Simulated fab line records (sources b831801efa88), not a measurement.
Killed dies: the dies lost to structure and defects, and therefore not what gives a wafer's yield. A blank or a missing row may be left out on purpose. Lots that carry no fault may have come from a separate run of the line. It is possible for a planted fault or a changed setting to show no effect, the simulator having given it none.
Which tool was responsible? :: flow sky130 :: Sampling: 13 lots, 39 wafers, 5 of 708 route steps

WHAT THE GAUGES READ, wafer by wafer
SKY_POLY_GATE_THK_MEAS_04.
lot: L275
measured: day 15 08:52
on: film_metro-01
POLY_GATE_CVD_03_THK (nm): 74.5 74.4 74.6

lot: L277
measured: day 16 04:12
on: film_metro-01
POLY_GATE_CVD_03_THK (nm): 74.6 74.7 74.7

lot: L281
measured: day 18 03:04
on: film_metro-03
POLY_GATE_CVD_03_THK (nm): 73.9 73.3 73.2

lot: L283
measured: day 18 14:01
on: film_metro-02
POLY_GATE_CVD_03_THK (nm): 73.6 73.8 74.1

lot: L286
measured: day 19 09:52
on: film_metro-01
POLY_GATE_CVD_03_THK (nm): 74.7 74.6 75.1

lot: L289
measured: day 21 05:14
on: film_metro-03
POLY_GATE_CVD_03_THK (nm): 74.6 74.3 74.6

lot: L290
measured: day 21 11:16
on: film_metro-01
POLY_GATE_CVD_03_THK (nm): 73.8 73.9 73.9

lot: L291
measured: day 21 12:36
on: film_metro-03
POLY_GATE_CVD_03_THK (nm): 74.8 74.3 74.4

lot: L292
measured: day 21 20:33
on: film_metro-03
POLY_GATE_CVD_03_THK (nm): 75.1 75.9 76.2

lot: L293
measured: day 21 21:55
on: film_metro-02
POLY_GATE_CVD_03_THK (nm): 75.4 75.4 75.2

lot: L295
measured: day 22 15:56
on: film_metro-01
POLY_GATE_CVD_03_THK (nm): 76.2 75.5 75.1

lot: L296
measured: day 23 13:27
on: film_metro-03
POLY_GATE_CVD_03_THK (nm): 75.9 75.3 75.0

lot: L297
measured: day 23 13:31
on: film_metro-03
POLY_GATE_CVD_03_THK (nm): 74.6 75.2 75.4

SKY_LDD_HVP_OVL_MEAS_07.
lot: L275
measured: day 21 15:13
on: overlay-02
LDD_HVP_OVL (nm): -0.3 0.5 1.5

lot: L277
measured: day 22 12:43
on: overlay-01
LDD_HVP_OVL (nm): 1.4 1.0 1.1

lot: L281
measured: day 24 18:10
on: overlay-01
LDD_HVP_OVL (nm): 1.2 0.6 0.3

lot: L283
measured: day 25 02:13
on: overlay-02
LDD_HVP_OVL (nm): 0.4 0.6 0.0

lot: L286
measured: day 25 21:04
on: overlay-01
LDD_HVP_OVL (nm): 0.2 0.5 -1.7

lot: L289
measured: day 27 13:07
on: overlay-02
LDD_HVP_OVL (nm): -0.5 2.1 0.8

lot: L290
measured: day 27 18:35
on: overlay-02
LDD_HVP_OVL (nm): 2.9 1.5 1.1

lot: L291
measured: day 27 19:46
on: overlay-01
LDD_HVP_OVL (nm): 2.1 2.8 2.8

lot: L292
measured: day 28 03:22
on: overlay-01
LDD_HVP_OVL (nm): -0.7 0.4 1.1

lot: L293
measured: day 28 04:55
on: overlay-02
LDD_HVP_OVL (nm): -1.3 -0.9 -0.7

lot: L295
measured: day 28 22:10
on: overlay-02
LDD_HVP_OVL (nm): -0.1 0.3 0.1

lot: L296
measured: day 29 18:19
on: overlay-01
LDD_HVP_OVL (nm): 0.7 1.3 1.6

lot: L297
measured: day 29 18:49
on: overlay-01
LDD_HVP_OVL (nm): -0.2 -1.0 -1.0

SKY_LDD_HVP_TW_MEAS_10.
lot: L275
measured: day 21 15:31
on: film_metro-01
LDD_HVP_TW: 459 459 458

lot: L277
measured: day 22 13:00
on: film_metro-04
LDD_HVP_TW: 460 460 458

lot: L281
measured: day 24 18:28
on: film_metro-01
LDD_HVP_TW: 408 406 406

lot: L283
measured: day 25 02:30
on: film_metro-01
LDD_HVP_TW: 407 408 411

lot: L286
measured: day 25 21:22
on: film_metro-04
LDD_HVP_TW: 462 462 462

lot: L289
measured: day 27 13:24
on: film_metro-01
LDD_HVP_TW: 454 455 456

lot: L290
measured: day 27 18:52
on: film_metro-03
LDD_HVP_TW: 441 446 445

lot: L291
measured: day 27 20:03
on: film_metro-03
LDD_HVP_TW: 444 444 444

lot: L292
measured: day 28 03:40
on: film_metro-03
LDD_HVP_TW: 448 447 448

lot: L293
measured: day 28 05:13
on: film_metro-01
LDD_HVP_TW: 457 456 457

lot: L295
measured: day 28 22:28
on: film_metro-04
LDD_HVP_TW: 462 466 463

lot: L296
measured: day 29 18:36
on: film_metro-03
LDD_HVP_TW: 450 452 450

lot: L297
measured: day 29 19:06
on: film_metro-01
LDD_HVP_TW: 454 455 454

SKY_SD_P_CD_MEAS_07 targets a cd of 380 nm.
lot: L275
measured: day 25 11:45
on: cd_sem-01
cd_nm (nm): 382.3 380.2 380.9

lot: L277
measured: day 26 08:47
on: cd_sem-01
cd_nm (nm): 376.2 377.3 377.6

lot: L281
measured: day 28 09:32
on: cd_sem-02
cd_nm (nm): 382.1 383.3 380.4

lot: L283
measured: day 28 20:35
on: cd_sem-02
cd_nm (nm): 381.6 383.5 384.7

lot: L286
measured: day 29 13:26
on: cd_sem-02
cd_nm (nm): 376.8 378.9 378.7

lot: L289
measured: day 31 03:22
on: cd_sem-01
cd_nm (nm): 380.7 378.4 377.6

lot: L290
measured: day 31 09:21
on: cd_sem-02
cd_nm (nm): 375.6 376.1 378.2

lot: L291
measured: day 31 09:37
on: cd_sem-01
cd_nm (nm): 379.1 378.5 378.9

lot: L292
measured: day 31 17:02
on: cd_sem-02
cd_nm (nm): 379.1 379.2 378.1

lot: L293
measured: day 31 19:20
on: cd_sem-02
cd_nm (nm): 376.1 377.8 377.5

lot: L295
measured: day 32 12:38
on: cd_sem-01
cd_nm (nm): 375.5 379.3 379.3

lot: L296
measured: day 33 05:46
on: cd_sem-01
cd_nm (nm): 376.7 378.2 379.0

lot: L297
measured: day 33 07:34
on: cd_sem-02
cd_nm (nm): 380.1 382.3 381.1

EACH LOT AND THE TOOL THAT RAN IT (in order: tool; ch and the chambers of the sampled wafers; start)
lot: L275
SKY_LDD_HVP_IMPLANT_08: implanter-01 ch 0, day 21 15:17

lot: L277
SKY_LDD_HVP_IMPLANT_08: implanter-01 ch 0, day 22 12:46

lot: L281
SKY_LDD_HVP_IMPLANT_08: implanter-03 ch 0, day 24 18:16

lot: L283
SKY_LDD_HVP_IMPLANT_08: implanter-03 ch 0, day 25 02:16

lot: L286
SKY_LDD_HVP_IMPLANT_08: implanter-04 ch 0, day 25 21:07

lot: L289
SKY_LDD_HVP_IMPLANT_08: implanter-04 ch 0, day 27 13:09

lot: L290
SKY_LDD_HVP_IMPLANT_08: implanter-01 ch 0, day 27 18:39

lot: L291
SKY_LDD_HVP_IMPLANT_08: implanter-04 ch 0, day 27 19:48

lot: L292
SKY_LDD_HVP_IMPLANT_08: implanter-03 ch 0, day 28 03:26

lot: L293
SKY_LDD_HVP_IMPLANT_08: implanter-04 ch 0, day 28 04:58

lot: L295
SKY_LDD_HVP_IMPLANT_08: implanter-04 ch 0, day 28 22:13

lot: L296
SKY_LDD_HVP_IMPLANT_08: implanter-03 ch 0, day 29 18:21

lot: L297
SKY_LDD_HVP_IMPLANT_08: implanter-01 ch 0, day 29 18:51
- SKY_LDD_HVP_IMPLANT_08

WHAT THE TOOLS THEMSELVES READ (means of the sampled wafers that have a number; where no wafer has one, the mark that the record gives instead)
SKY_LDD_HVP_IMPLANT_08.
lot: L275
tool: implanter-01
beam_on_s (s): 10.00
tilt_deg (degrees): 17.914

lot: L277
tool: implanter-01
beam_on_s (s): 10.00
tilt_deg (degrees): 17.895

lot: L281
tool: implanter-03
beam_on_s (s): 9.88
tilt_deg (degrees): 0.008

lot: L283
tool: implanter-03
beam_on_s (s): 10.12
tilt_deg (degrees): 0.020

lot: L286
tool: implanter-04
beam_on_s (s): 9.97
tilt_deg (degrees): 17.901

lot: L289
tool: implanter-04
beam_on_s (s): 9.89
tilt_deg (degrees): 17.876

lot: L290
tool: implanter-01
beam_on_s (s): 9.93
tilt_deg (degrees): 17.899

lot: L291
tool: implanter-04
beam_on_s (s): 9.87
tilt_deg (degrees): 17.907

lot: L292
tool: implanter-03
beam_on_s (s): 10.03
tilt_deg (degrees): 17.914

lot: L293
tool: implanter-04
beam_on_s (s): 10.08
tilt_deg (degrees): 17.873

lot: L295
tool: implanter-04
beam_on_s (s): 10.06
tilt_deg (degrees): 17.874

lot: L296
tool: implanter-03
beam_on_s (s): 10.06
tilt_deg (degrees): 17.853

lot: L297
tool: implanter-01
beam_on_s (s): 10.02
tilt_deg (degrees): 17.912

THE ANSWER, worked out from the rows above alone
Rule: what is usual is taken from the lots themselves. The widest of any qualifying gaps counts: lots, ordered by their means at a reading, are off when they make up no more than a third of the lots, leave a main group of 4 or more, and stand apart from it by 3 or more times the standard deviation of that group's means. A main group is skipped when, at the precision printed for the reading in the tables above, its means are all equal. Also off: a lot with no number at a reading for which 4 or more lots have one. Any other lot the step has rows for is counted as sound. Order of review: gauges by route order, followed by the tools' own readings, for which a lot's mean as printed above is used. The first step at which some lot is off is used, and at that step the reading that is off furthest; a lot without a number counts as furthest.
Off: L281, L283, seen at SKY_LDD_HVP_TW_MEAS_10 (LDD_HVP_TW). The main group has a mean of 454 with a standard deviation of 6.5.
A tool fits if, at a process step before that reading, it ran every lot that is off, and no sound lot after the first of them. The gauges at SKY_LDD_HVP_TW_MEAS_10 aren't tried: what is off there is off at SKY_LDD_HVP_IMPLANT_08 too, on other tools, and a gauge's error can't cause that. None of those tried fits.

WHAT THE SIMULATOR PUT IN
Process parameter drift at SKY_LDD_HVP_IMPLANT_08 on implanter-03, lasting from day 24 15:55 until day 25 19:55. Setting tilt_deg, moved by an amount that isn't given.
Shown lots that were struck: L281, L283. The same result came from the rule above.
